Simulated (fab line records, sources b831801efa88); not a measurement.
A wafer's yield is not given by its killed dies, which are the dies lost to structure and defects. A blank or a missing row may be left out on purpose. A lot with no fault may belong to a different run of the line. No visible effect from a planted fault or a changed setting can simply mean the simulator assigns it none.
8D (eight disciplines) problem report, filled in by code + flow gf180mcu + the parts of the form that need people (team, actions taken, sign-off) are left out

1. PROBLEM STATEMENT
Across 6 wafers from 2 lots, PSD_TW at GF_PSD_TW_MEAS_11 averages 2608, while fault-free wafers read 3170 with a standard deviation of 23. That puts it -24 standard deviations away from the usual mean.
Seen first at day 15 11:17 on film metro-03, wafer L111.1. At this step, 33 wafers from 11 lots have a number in the record. Rule for "out" (also "out of limits"): further than 4 standard deviations from the usual mean. The other wafers with a number count as sound.

2. WHAT IT IS, AND WHAT IT ISN'T
| question                    | is                           | is not                                                                                                        |
|-----------------------------|------------------------------|---------------------------------------------------------------------------------------------------------------|
| which readings at this step | PSD_TW                       | -                                                                                                             |
| which lots                  | L111, L113                   | L110, L112, L117, L122, L124, L125, L126, L129, L130                                                          |
| which wafers of those lots  | all that have a number       | -                                                                                                             |
| read on which gauges        | film metro-01, film metro-03 | film metro-04                                                                                                 |
| when                        | from day 15 11:17            | up to then (3 sound wafers); but 24 sound wafers of L112, L117, L122, L124, L125, L126, L129, L130 came after |

3. WHAT RULES OUT EACH SUSPECT
Counting: a tool stays on the suspect list if, at a process step up to the reading, it processed all lots that are out and no sound lot following the first of them.
- the gauge at GF_PSD_TW_MEAS_11 is ruled out. 2 gauges (film metro-01, film metro-03) read the wafers that are out.
- implanter-04 at GF_PSD_IMPLANT_09: ruled out as a lasting fault. After its first lot that is out, L111 (day 15 11:02), sound lots L124, L125 ran on it.
Left after counting: nothing in the record.

4. THE CAUSE (what the simulator had put in)
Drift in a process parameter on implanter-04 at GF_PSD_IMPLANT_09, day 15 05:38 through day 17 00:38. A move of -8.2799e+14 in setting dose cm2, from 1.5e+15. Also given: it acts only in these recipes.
The count ruled it out by mistake, since the rule takes a fault to strike every lot its tool runs from the start of the fault on, and this one did not do so.

5. THE EFFECT CHAIN, in route order
Rows list readings where the struck wafers' mean (over those with a number) sits beyond 3 standard deviations from the usual. Only readings for which the record gives a usual standard deviation are gone through. hours: the time from each lot's start at the first step in this table that gives one to its start at this step, as a median over the lots. sigmas: the change in usual standard deviations.
| hours | step              | reading                   | usual         | on struck wafers | change      | sigmas      |
|-------|-------------------|---------------------------|---------------|------------------|-------------|-------------|
| 0     | GF_PSD_IMPLANT_09 | dose ions cm2             | 1.5002e+15    | 6.7132e+14       | -8.2888e+14 | -99 or more |
| 0     | GF_PSD_IMPLANT_09 | end station pressure torr | 1.17e-05 Torr | 8.03e-06         | -3.67e-06   | -6.1        |
| 0     | GF_PSD_IMPLANT_09 | faraday current uA        | 8230          | 3734             | -4496       | -30         |
| 0     | GF_PSD_STRIP_10   | oes product au            | 0.592 a.u.    | 0.650            | +0.058      | +13         |
| 0     | GF_PSD_STRIP_10   | strip time to endpoint s  | 16.52 s       | 14.17            | -2.35       | -51         |
| 0     | GF_PSD_TW_MEAS_11 | PSD_TW                    | 3170          | 2608             | -562        | -24         |
| 1     | GF_PSD_RS_MEAS_15 | PSD_RS                    | 108.42 ohm/sq | 180.03           | +71.61      | +99 or more |
Here are the process steps it includes:
- GF_PSD_IMPLANT_09
- GF_PSD_STRIP_10: strips in O2/N2.

6. HOW IT WOULD HAVE BEEN CAUGHT EARLIER
Counted from the fault's start at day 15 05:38, it took 6 hours until the first out-of-limits reading at a measuring or inspecting step in this record, taken at day 15 11:17.
Tool's own readings at GF_PSD_IMPLANT_09, dose ions cm2, end station pressure torr, faraday current uA: out on all struck wafers the step has rows for; an alarm limit on them would have tripped on the first.
